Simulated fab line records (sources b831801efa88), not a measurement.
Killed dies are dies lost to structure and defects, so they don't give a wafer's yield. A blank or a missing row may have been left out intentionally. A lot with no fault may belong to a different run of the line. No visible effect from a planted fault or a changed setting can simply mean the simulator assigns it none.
Which of the tools did it? | flow sky130 | 12 lots, 33 wafers sampled, at 5 steps of a route of 708

## WHAT THE GAUGES READ, wafer by wafer
SKY_VT_ADJUST_HVTR_TW_MEAS_11.
lot  | measured     | on           | VT_ADJUST_HVTR_TW
L604 | day 9 22:38  | filmMetro-03 | 211.6 211.6 210.7
L605 | day 10 11:20 | filmMetro-03 | 212.0 212.3 213.0
L606 | day 10 15:33 | filmMetro-03 | 213.1 212.4 212.6
L609 | day 11 11:38 | filmMetro-03 | 212.8 213.4 212.2
L610 | day 11 19:55 | filmMetro-01 | 211.4 213.2 212.6
L611 | day 12 06:28 | filmMetro-03 | 211.6 213.1 211.4
L615 | day 13 07:48 | filmMetro-01 | 213.4 212.2
L616 | day 13 17:49 | filmMetro-02 | 210.6 210.4
L618 | day 14 09:22 | filmMetro-01 | 214.9 213.2
L619 | day 14 19:23 | filmMetro-03 | 213.7 214.0 213.5
L623 | day 16 01:38 | filmMetro-03 | 213.0 213.4 211.4
L625 | day 16 17:24 | filmMetro-02 | 213.2 212.3 212.1

SKY_SONOS_ONO_THK_MEAS_03.
lot  | measured     | on           | SONOS_ONO_CVD_02_THK (nm)
L604 | day 12 01:46 | filmMetro-02 | 10.34 10.44 10.37
L605 | day 12 13:42 | filmMetro-04 | 10.60 10.44 10.49
L606 | day 12 21:17 | filmMetro-04 | 10.43 10.43 10.34
L609 | day 13 19:04 | filmMetro-04 | 10.44 10.60 10.62
L610 | day 14 00:29 | filmMetro-01 | 10.39 10.39 10.46
L611 | day 14 13:30 | filmMetro-01 | 10.49 10.56 10.47
L615 | day 15 17:20 | filmMetro-01 | 10.58 10.71
L616 | day 16 02:55 | filmMetro-04 | 10.46 10.69
L618 | day 16 21:32 | filmMetro-04 | 10.52 10.54
L619 | day 17 08:45 | filmMetro-02 | 10.55 10.69 10.59
L623 | day 18 16:55 | filmMetro-04 | 10.45 10.50 10.34
L625 | day 19 06:47 | filmMetro-02 | 10.50 10.38 10.42

SKY_VIA1_THK_MEAS_01.
lot  | measured     | on           | VIA1_HDPCVD_THK (nm)
L604 | day 33 08:40 | filmMetro-01 | 1038 1030 1035
L605 | day 33 21:04 | filmMetro-04 | 1031 1037 1038
L606 | day 33 23:18 | filmMetro-04 | 1021 1034 1032
L609 | day 35 05:12 | filmMetro-03 | 1028 1018 1028
L610 | day 35 17:04 | filmMetro-03 | 1035 1028 1028
L611 | day 35 22:29 | filmMetro-04 | 1031 1023 1036
L615 | day 37 02:03 | filmMetro-03 | 1221 1217
L616 | day 37 08:54 | filmMetro-04 | 1224 1018
L618 | day 38 01:28 | filmMetro-03 | 1223 1028
L619 | day 38 07:58 | filmMetro-01 | 1038 1028 1022
L623 | day 39 12:47 | filmMetro-04 | 1006 1024 1012
L625 | day 39 22:34 | filmMetro-04 | 1025 1015 1010

## EACH LOT AND THE TOOL THAT RAN IT (in order: tool; ch and the chambers of the sampled wafers; start)
lot  | SKY_VT_ADJUST_PCH_STRIP_09          | SKY_VIA1_HDPCVD_00
L604 | plasmaAsher-01 ch 0,1, day 10 21:55 | hdpcvd-01 ch 0,1, day 33 08:33
L605 | plasmaAsher-01 ch 0,1, day 11 10:01 | hdpcvd-01 ch 0,1, day 33 20:57
L606 | plasmaAsher-02 ch 0,1, day 11 13:56 | hdpcvd-02 ch 0,2, day 33 23:11
L609 | plasmaAsher-03 ch 0,1, day 12 11:43 | hdpcvd-02 ch 1,2, day 35 05:05
L610 | plasmaAsher-01 ch 0,1, day 12 20:33 | hdpcvd-01 ch 0,1, day 35 16:56
L611 | plasmaAsher-01 ch 0,1, day 13 07:10 | hdpcvd-02 ch 0,1,2, day 35 22:22
L615 | plasmaAsher-03 ch 1, day 14 09:25   | hdpcvd-02 ch 0,2, day 37 01:56
L616 | plasmaAsher-01 ch 0,1, day 14 20:16 | hdpcvd-02 ch 0,2, day 37 08:47
L618 | plasmaAsher-01 ch 0,1, day 15 11:43 | hdpcvd-02 ch 0,1, day 38 01:18
L619 | plasmaAsher-03 ch 1, day 15 22:07   | hdpcvd-01 ch 0,2, day 38 07:51
L623 | plasmaAsher-02 ch 0,1, day 17 05:46 | hdpcvd-01 ch 0,1,2, day 39 12:42
L625 | plasmaAsher-02 ch 0,1, day 17 21:46 | hdpcvd-01 ch 0,1, day 39 22:26
- SKY_VT_ADJUST_PCH_STRIP_09: strips in O2/N2.
- SKY_VIA1_HDPCVD_00: deposits SiO2, target thk 1030 nm, time 171.7 s.

## WHAT THE TOOLS THEMSELVES READ (means of the sampled wafers that have a number; where no wafer has one, the mark that the record gives instead)
SKY_VT_ADJUST_PCH_STRIP_09.
lot  | tool           | drypumpMotorCurrentA (A) | oesProductAu (a.u.) | stripTimeToEndpointS (s)
L604 | plasmaAsher-01 | 6.4                      | 0.725               | 37.13
L605 | plasmaAsher-01 | 6.4                      | 0.723               | 36.94
L606 | plasmaAsher-02 | 5.4                      | 0.722               | 36.88
L609 | plasmaAsher-03 | 6.2                      | 0.721               | 37.01
L610 | plasmaAsher-01 | 6.2                      | 0.726               | 36.91
L611 | plasmaAsher-01 | 6.4                      | 0.724               | 37.11
L615 | plasmaAsher-03 | 5.9                      | 0.725               | 36.84
L616 | plasmaAsher-01 | 6.3                      | 0.724               | 36.84
L618 | plasmaAsher-01 | 6.3                      | 0.724               | 36.78
L619 | plasmaAsher-03 | 5.9                      | 0.723               | 36.85
L623 | plasmaAsher-02 | 5.5                      | 0.719               | 36.98
L625 | plasmaAsher-02 | 5.5                      | 0.722               | 36.75

SKY_VIA1_HDPCVD_00.
lot  | tool      | runLengthS (s)
L604 | hdpcvd-01 | 200.2
L605 | hdpcvd-01 | 199.8
L606 | hdpcvd-02 | 199.6
L609 | hdpcvd-02 | 199.6
L610 | hdpcvd-01 | 200.0
L611 | hdpcvd-02 | 199.8
L615 | hdpcvd-02 | 231.2
L616 | hdpcvd-02 | 215.6
L618 | hdpcvd-02 | 215.6
L619 | hdpcvd-01 | 200.1
L623 | hdpcvd-01 | 199.6
L625 | hdpcvd-01 | 200.0

## THE ANSWER, worked out from the rows above alone
Rule: the usual values come from the lots themselves. Put in order of their means at a reading, lots are off if they are a third of the lots or fewer, leave a main group of 4 or more, and stand apart from it by a gap of 3 or more times the standard deviation of the main group's means; of several such gaps the widest counts. The tables above print the reading to a certain number of digits; a main group whose means all agree to those digits is not used. A lot without any number at a reading at which 4 lots or more have one is off too. Where the step has rows for the other lots, those lots are counted as sound. The gauges are gone through in route order, then the tools' own readings, and for those a lot's mean is taken as printed above. At the first step where some lot is off, the reading lying furthest off is the one used; lots without a number count as furthest.
Off: L615, L616, L618, at SKY_VIA1_THK_MEAS_01 (VIA1_HDPCVD_THK). The main group has a mean of 1027 nm with a standard deviation of 6.9.
A tool fits if, at a process step before that reading, it ran every lot that is off, and no sound lot after the first of them. The gauges at SKY_VIA1_THK_MEAS_01 aren't tried: what is off there is off at SKY_VIA1_HDPCVD_00 too, on other tools, and a gauge's error can't cause that. One candidate fits, namely hdpcvd-02 at SKY_VIA1_HDPCVD_00. A fault onset in the window from L611 (day 35 22:22, its last sound lot) to L615 (day 37 01:56, its first lot off) fits.
The tool's own readings at SKY_VIA1_HDPCVD_00 bear it out: on the lots that are off they differ by more than 5 times the standard deviation of the sound lots' means. runLengthS reads 220.8 s there against 199.9 s on the sound lots.

## WHAT WAS PUT IN BY THE SIMULATOR
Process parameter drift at SKY_VIA1_HDPCVD_00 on hdpcvd-02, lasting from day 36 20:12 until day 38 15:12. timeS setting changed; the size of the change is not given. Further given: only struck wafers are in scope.
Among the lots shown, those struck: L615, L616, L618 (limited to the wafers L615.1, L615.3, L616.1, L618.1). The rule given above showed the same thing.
